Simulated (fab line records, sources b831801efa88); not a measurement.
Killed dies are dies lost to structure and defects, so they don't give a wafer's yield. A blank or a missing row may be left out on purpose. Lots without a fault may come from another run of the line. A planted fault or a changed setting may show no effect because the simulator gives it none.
Chamber matching | flow sky130 | SKY_VIA1_ETCH_15 on rie_diel-03: 4 sister chambers
The step etches SiO2 in C4F8/O2/Ar, stops on TiN, target depth 351 nm, time 54 s. 8 wafers are shown with their chamber, then 10 later ones without.

WAFERS WITH THEIR CHAMBER
wafer  | chamber | oes_product_au (a.u.)
L082.6 | 2       | 0.997
L083.5 | 0       | 0.980
L083.6 | 3       | 0.980
L088.1 | 1       | 0.981
L088.2 | 0       | 0.984
L088.4 | 3       | 0.987
L091.1 | 1       | 0.979
L091.2 | 2       | 0.973

WAFERS WITHOUT THEIR CHAMBER
wafer  | oes_product_au (a.u.)
L091.3 | 0.982
L091.4 | 0.975
L091.5 | 0.983
L091.6 | 0.996
L093.1 | 0.992
L093.5 | 0.994
L093.6 | 0.993
L097.1 | 0.980
L097.5 | 0.983
L097.6 | 0.986

WHICH CHAMBER EACH WENT THROUGH
wafer  | from the rows above               | in truth
L091.3 | can't be placed: 0 or 3 or 1 or 2 | 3
L091.4 | can't be placed: 1 or 0 or 3 or 2 | 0
L091.5 | can't be placed: 3 or 0 or 2 or 1 | 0
L091.6 | can't be placed: 2 or 3 or 0 or 1 | 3
L093.1 | can't be placed: 2 or 3 or 0 or 1 | 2
L093.5 | can't be placed: 2 or 3 or 0 or 1 | 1
L093.6 | can't be placed: 2 or 3 or 0 or 1 | 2
L097.1 | can't be placed: 1 or 0 or 3 or 2 | 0
L097.5 | can't be placed: 3 or 0 or 2 or 1 | 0
L097.6 | can't be placed: 2 or 3 or 0 or 1 | 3
Placed correctly: 0 of 10. Can't be placed from these rows: 10 (the true chamber is among the candidates in 10). Placed wrongly: 0.
How it was worked out, from the rows above alone: a wafer's distance from a chamber is the root of the sum, over the readings, of the square of ((its reading less the chamber's mean) divided by the reading's scatter). The wafer belongs to the nearest chamber; if the next one is less than 2 further off, it can't be placed. A chamber's mean is the mean of its shown wafers. The scatter: the root of (the sum of the squares of (reading less its chamber's mean) over the shown wafers, divided by (wafers less chambers)).
